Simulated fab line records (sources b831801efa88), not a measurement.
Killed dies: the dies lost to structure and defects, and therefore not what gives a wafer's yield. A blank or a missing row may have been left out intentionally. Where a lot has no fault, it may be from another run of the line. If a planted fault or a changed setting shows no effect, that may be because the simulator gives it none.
fab line records | flow sfq_line
record lots=14 | wafers=42 | last_day=96
route steps=325 shown I2@105 I3@136 M4@150
lots that met no fault: taken from a fault-free run of the same line
start_h: hours from the record's opening day to when the first of the lot's shown wafers began | wait_h: how many hours have passed since the lot's step before this one | " as in the row above | L1.1+2: several wafers, shown together as one row | - no value, or no start was given | * or withheld: withheld | < > ~ a bound
route shown NAME@n: names a module that has steps shown in the file, with the first one's number in the route | usual: average and standard deviation across the fault-free wafers | same: alike in all rows | chamber/n: place in a boat | sites: per-site readings | _std_site: the values' standard deviation | _edge_site: outer sites' mean less inner sites' | radius_mm: how far each site lies from the wafer's centre | mask NAME#n: copy n | behind: the last tool/chamber to shape the wafer | hold: cause of the lot's hold/its duration in hours/its outcome | device: which transistor (n, p or np) failed to switch | end of line: tests run on the same wafers once the route is complete | a step without rows: its recipe alone | killed: not the wafer's yield, but the dies lost to structure and defects at the first sort | map: per-die view of a wafer (x killed, . not killed, _ where there is no die)
set.NAME: setting as actually run; set.NAME@STEP: the setting as run at that earlier step | model.NAME: the simulator's own value behind a step, which no gauge read
a sample of lots followed through the steps of the route, with each step as a table and each wafer as a row
services: from which hour (start_h, from the record's first day; less than 0 if before it) a tool's chamber was out of use, for how many hours, and why
## steps
# step SFQ_I2_BOW_MEAS_917
# recipe mode=bow
# usual I2_BOW=1/9.7
lot.wafer | tool          | chamber | start_h | wait_h | I2_BOW[um]
L252.1    | film_metro-03 | -       | 889.09  | 2.5    | -5
L252.5    | "             | -       | "       | "      | 3
L252.6    | "             | -       | "       | "      | -6
L253.1    | film_metro-03 | -       | 897.09  | 1.0    | 0
L253.5    | "             | -       | "       | "      | 5
L253.6    | "             | -       | "       | "      | 1
L254.2    | film_metro-04 | -       | 912.11  | 1.5    | 11
L254.3    | "             | -       | "       | "      | 14
L254.4    | "             | -       | "       | "      | -2
L255.1    | film_metro-04 | -       | 916.09  | 2.0    | 2
L255.2    | "             | -       | "       | "      | 4
L255.5    | "             | -       | "       | "      | 8
L258.3    | film_metro-04 | -       | 942.19  | 2.0    | 4
L258.4    | "             | -       | "       | "      | 6
L258.6    | "             | -       | "       | "      | 2
L262.2    | film_metro-04 | -       | 972.41  | 2.0    | 12
L262.5    | "             | -       | "       | "      | 23
L262.6    | "             | -       | "       | "      | 17
L264.1    | film_metro-04 | -       | 989.19  | 1.5    | -1
L264.4    | "             | -       | "       | "      | -3
L264.6    | "             | -       | "       | "      | -14
L265.1    | film_metro-02 | -       | 995.36  | 2.0    | 22
L265.2    | "             | -       | "       | "      | 23
L265.4    | "             | -       | "       | "      | 7
L268.1    | film_metro-02 | -       | 1019.31 | 2.0    | 6
L268.2    | "             | -       | "       | "      | -8
L268.4    | "             | -       | "       | "      | 3
L269.1    | film_metro-04 | -       | 1030.81 | 2.0    | 3
L269.2    | "             | -       | "       | "      | -7
L269.6    | "             | -       | "       | "      | -2
L270.1    | film_metro-02 | -       | 1043.83 | 2.5    | 7
L270.2    | "             | -       | "       | "      | 22
L270.6    | "             | -       | "       | "      | 10
L271.1    | film_metro-02 | -       | 1064.83 | 2.0    | -5
L271.3    | "             | -       | "       | "      | -6
L271.6    | "             | -       | "       | "      | -1
L274.4    | film_metro-02 | -       | 1087.69 | 1.6    | -14
L274.5    | "             | -       | "       | "      | -8
L274.6    | "             | -       | "       | "      | -11
L275.2    | film_metro-03 | -       | 1097.65 | 1.0    | -9
L275.5    | "             | -       | "       | "      | -15
L275.6    | "             | -       | "       | "      | 1
# step SFQ_TRILAYER_I3_METRO_MEASURE_083
# usual thk_nm=198.4/1.1
lot.wafer | tool          | chamber | start_h | wait_h | thk_nm
L252.1    | film_metro-02 | -       | 1029.93 | 0.1    | 197.9
L252.5    | "             | -       | "       | "      | 200.1
L252.6    | "             | -       | "       | "      | 199.7
L253.1    | film_metro-01 | -       | 1033.93 | 0.1    | 197.9
L253.5    | "             | -       | "       | "      | 199.4
L253.6    | "             | -       | "       | "      | 199.2
L254.2    | film_metro-01 | -       | 1054.44 | 0.3    | 197.4
L254.3    | "             | -       | "       | "      | 197.1
L254.4    | "             | -       | "       | "      | 196.9
L255.1    | film_metro-03 | -       | 1061.95 | 0.1    | 197.4
L255.2    | "             | -       | "       | "      | 197.0
L255.5    | "             | -       | "       | "      | 197.7
L258.3    | film_metro-02 | -       | 1092.35 | 0.5    | 203.2
L258.4    | "             | -       | "       | "      | 201.8
L258.6    | "             | -       | "       | "      | 202.8
L262.2    | film_metro-02 | -       | 1118.54 | 0.3    | 202.5
L262.5    | "             | -       | "       | "      | 202.3
L262.6    | "             | -       | "       | "      | 202.6
L264.1    | film_metro-02 | -       | 1136.18 | 0.1    | 203.1
L264.4    | "             | -       | "       | "      | 202.8
L264.6    | "             | -       | "       | "      | 203.2
L265.1    | film_metro-02 | -       | 1145.18 | 0.1    | 201.4
L265.2    | "             | -       | "       | "      | 202.2
L265.4    | "             | -       | "       | "      | 202.2
L268.1    | film_metro-01 | -       | 1307.85 | 0.1    | 198.0
L268.2    | "             | -       | "       | "      | 196.9
L268.4    | "             | -       | "       | "      | 198.9
L269.1    | film_metro-03 | -       | 1317.01 | 0.1    | 196.4
L269.2    | "             | -       | "       | "      | 197.0
L269.6    | "             | -       | "       | "      | 196.8
L270.1    | film_metro-03 | -       | 1329.18 | 0.1    | 198.2
L270.2    | "             | -       | "       | "      | 198.2
L270.6    | "             | -       | "       | "      | 197.9
L271.1    | film_metro-03 | -       | 1342.17 | 0.1    | 199.1
L271.3    | "             | -       | "       | "      | 200.0
L271.6    | "             | -       | "       | "      | 198.4
L274.4    | film_metro-03 | -       | 1367.20 | 0.6    | 198.5
L274.5    | "             | -       | "       | "      | 198.5
L274.6    | "             | -       | "       | "      | 198.1
L275.2    | film_metro-03 | -       | 1375.80 | 0.3    | 197.7
L275.5    | "             | -       | "       | "      | 197.3
L275.6    | "             | -       | "       | "      | 197.0
# step SFQ_M4_RS_MEAS_924
# recipe thk_meas_gauge=four-point-probe | reads=Nb_of_TRILAYER_M4_DEP_SPUTTER_091
# usual M4_NB_RS=0.891/0.0088
lot.wafer | tool          | chamber | start_h | wait_h | M4_NB_RS[ohm/sq]
L252.1    | film_metro-04 | -       | 1034.47 | 0.0    | 0.881
L252.5    | "             | -       | "       | "      | 0.886
L252.6    | "             | -       | "       | "      | 0.879
L253.1    | film_metro-02 | -       | 1040.37 | 0.0    | 0.899
L253.5    | "             | -       | "       | "      | 0.905
L253.6    | "             | -       | "       | "      | 0.904
L254.2    | film_metro-01 | -       | 1193.81 | 0.1    | 0.892
L254.3    | "             | -       | "       | "      | 0.889
L254.4    | "             | -       | "       | "      | 0.883
L255.1    | film_metro-01 | -       | 1203.39 | 0.0    | 0.885
L255.2    | "             | -       | "       | "      | 0.880
L255.5    | "             | -       | "       | "      | 0.891
L258.3    | film_metro-04 | -       | 1233.68 | 0.1    | 0.887
L258.4    | "             | -       | "       | "      | 0.892
L258.6    | "             | -       | "       | "      | 0.894
L262.2    | film_metro-01 | -       | 1262.50 | 0.1    | 0.878
L262.5    | "             | -       | "       | "      | 0.876
L262.6    | "             | -       | "       | "      | 0.893
L264.1    | film_metro-01 | -       | 1278.81 | 0.0    | 0.884
L264.4    | "             | -       | "       | "      | 0.886
L264.6    | "             | -       | "       | "      | 0.879
L265.1    | film_metro-04 | -       | 1280.57 | 0.0    | 0.884
L265.2    | "             | -       | "       | "      | 0.887
L265.4    | "             | -       | "       | "      | 0.878
L268.1    | film_metro-02 | -       | 1312.38 | 0.0    | 0.886
L268.2    | "             | -       | "       | "      | 0.892
L268.4    | "             | -       | "       | "      | 0.888
L269.1    | film_metro-01 | -       | 1321.54 | 0.0    | 0.908
L269.2    | "             | -       | "       | "      | 0.902
L269.6    | "             | -       | "       | "      | 0.904
L270.1    | film_metro-04 | -       | 1334.27 | 0.0    | 0.908
L270.2    | "             | -       | "       | "      | 0.913
L270.6    | "             | -       | "       | "      | 0.902
L271.1    | film_metro-02 | -       | 1346.83 | 0.0    | 0.890
L271.3    | "             | -       | "       | "      | 0.892
L271.6    | "             | -       | "       | "      | 0.894
L274.4    | film_metro-04 | -       | 1371.20 | 0.1    | 0.893
L274.5    | "             | -       | "       | "      | 0.898
L274.6    | "             | -       | "       | "      | 0.892
L275.2    | film_metro-01 | -       | 1381.48 | 0.1    | 0.908
L275.5    | "             | -       | "       | "      | 0.906
L275.6    | "             | -       | "       | "      | 0.904
# step SFQ_TRILAYER_M4_BARC_OPEN_METAL_ETCH_123
# recipe mask_material=PR | chemistry=O2 | target_depth_nm=125 | target=BARC | icp_w=600 | bias_w=80 | pressure_mtorr=10 | time_s=41.7
# usual drypump_motor_current_A=6.0/0.32 | oes_product_au=0.682/0.0048
lot.wafer | tool         | chamber | start_h | wait_h | drypump_motor_current_A | oes_product_au | rf_hours_counter_h
L252.1    | rie_metal-04 | 1       | 1040.52 | 0.0    | 6.3                     | 0.683          | 79
L252.5    | "            | 0       | "       | "      | 5.7                     | 0.682          | -
L252.6    | "            | 1       | "       | "      | 6.3                     | 0.685          | -
L253.1    | rie_metal-02 | 0       | 1042.84 | 0.0    | 5.5                     | 0.676          | 76
L253.5    | "            | 0       | "       | "      | 5.5                     | 0.688          | -
L253.6    | "            | 1       | "       | "      | 6.0                     | 0.683          | -
L254.2    | rie_metal-04 | 1       | 1197.67 | 0.0    | 6.4                     | 0.683          | 102
L254.3    | "            | 0       | "       | "      | 5.7                     | 0.683          | -
L254.4    | "            | 1       | "       | "      | 6.4                     | 0.685          | -
L255.1    | rie_metal-04 | 1       | 1212.50 | 0.0    | 6.4                     | 0.679          | 105
L255.2    | "            | 0       | "       | "      | 5.7                     | 0.681          | 15
L255.5    | "            | 1       | "       | "      | 6.4                     | 0.681          | -
L258.3    | rie_metal-02 | 0       | 1236.46 | 0.0    | 5.5                     | 0.681          | -
L258.4    | "            | 1       | "       | "      | 6.0                     | 0.684          | -
L258.6    | "            | 1       | "       | "      | 6.0                     | 0.679          | -
L262.2    | rie_metal-03 | 1       | 1397.31 | 0.0    | 5.8                     | 0.678          | 75
L262.5    | "            | 1       | "       | "      | 5.8                     | 0.683          | -
L262.6    | "            | 0       | "       | "      | 6.3                     | 0.680          | -
L264.1    | rie_metal-04 | 0       | 1412.91 | 0.0    | 5.7                     | 0.680          | 41
L264.4    | "            | 0       | "       | "      | 5.7                     | 0.677          | -
L264.6    | "            | 0       | "       | "      | 5.7                     | 0.680          | -
L265.1    | rie_metal-03 | 1       | 1416.51 | 0.0    | 5.8                     | 0.682          | 79
L265.2    | "            | 1       | "       | "      | 5.8                     | 0.673          | -
L265.4    | "            | 1       | "       | "      | 5.8                     | 0.677          | -
L268.1    | rie_metal-03 | 0       | 1448.15 | 0.0    | 6.4                     | 0.678          | 1
L268.2    | "            | 1       | "       | "      | 5.8                     | 0.681          | 85
L268.4    | "            | 0       | "       | "      | 6.3                     | 0.683          | -
L269.1    | rie_metal-02 | 0       | 1455.35 | 0.0    | 5.5                     | 0.687          | 12
L269.2    | "            | 1       | "       | "      | 6.0                     | 0.689          | 104
L269.6    | "            | 0       | "       | "      | 5.5                     | 0.688          | -
L270.1    | rie_metal-04 | 0       | 1470.95 | 0.0    | 5.7                     | 0.680          | 50
L270.2    | "            | 1       | "       | "      | 6.4                     | 0.686          | 7
L270.6    | "            | 0       | "       | "      | 5.7                     | 0.682          | -
L271.1    | rie_metal-03 | 0       | 1483.08 | 0.0    | 6.3                     | 0.680          | 5
L271.3    | "            | 1       | "       | "      | 5.8                     | 0.672          | -
L271.6    | "            | 1       | "       | "      | 5.8                     | 0.678          | -
L274.4    | rie_metal-03 | 0       | 1502.03 | 0.0    | 6.3                     | 0.694          | -
L274.5    | "            | 0       | "       | "      | 6.4                     | 0.686          | -
L274.6    | "            | 1       | "       | "      | 5.8                     | 0.683          | -
L275.2    | rie_metal-03 | 0       | 1509.21 | 0.0    | 6.3                     | 0.689          | 11
L275.5    | "            | 0       | "       | "      | 6.3                     | 0.680          | -
L275.6    | "            | 1       | "       | "      | 5.8                     | 0.684          | -
## services
tool          | chamber | start_h | hours | kind
film_metro-02 | -       | 1039.23 | 0.9   | pm
film_metro-03 | -       | 1046.32 | 1.4   | pm
rie_metal-03  | -       | 1047.43 | 14.0  | repair
film_metro-01 | -       | 1066.80 | 1.8   | pm
film_metro-03 | -       | 1094.55 | 0.4   | pm
film_metro-01 | -       | 1127.45 | 0.2   | pm
film_metro-03 | -       | 1139.24 | 0.4   | pm
film_metro-02 | -       | 1166.96 | 1.0   | pm
film_metro-02 | -       | 1176.51 | 1.0   | pm
rie_metal-03  | 0       | 1185.84 | 1.7   | repair
rie_metal-03  | -       | 1190.64 | 2.8   | pm
film_metro-02 | -       | 1219.13 | 0.4   | pm
rie_metal-03  | -       | 1244.11 | 5.7   | repair
rie_metal-04  | 1       | 1249.74 | 12.6  | repair
film_metro-02 | -       | 1284.23 | 0.5   | pm
film_metro-03 | -       | 1291.14 | 0.5   | pm
rie_metal-04  | -       | 1315.15 | 28.1  | pm
film_metro-03 | -       | 1339.55 | 1.3   | pm
rie_metal-03  | -       | 1379.84 | 1.4   | pm
film_metro-03 | -       | 1384.24 | 0.9   | pm
film_metro-02 | -       | 1412.29 | 1.2   | pm
film_metro-02 | -       | 1414.66 | 0.5   | pm
film_metro-02 | -       | 1421.51 | 3.3   | pm
film_metro-03 | -       | 1465.88 | 22.1  | pm
## key
first_sign step=SFQ_TRILAYER_I3_METRO_MEASURE_083 | reading=thk_nm | direction=up | sigmas=3.9 | usual=198.4 | struck=202.5
effect none on later readings
met_at SFQ_TRILAYER_I3_METRO_MEASURE_083
struck_lots L258,L262,L264,L265
not_acting_at SFQ_I2_BOW_MEAS_917,SFQ_M4_RS_MEAS_924,SFQ_TRILAYER_M4_BARC_OPEN_METAL_ETCH_123
onset_between 1029.93 1092.35
fault kind=metrology_matching_offset | tool=film_metro-02 | chamber=- | onset_h=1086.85 | steps=SFQ_TRILAYER_I3_METRO_MEASURE_083 | param=thk_nm | offset=4.2325
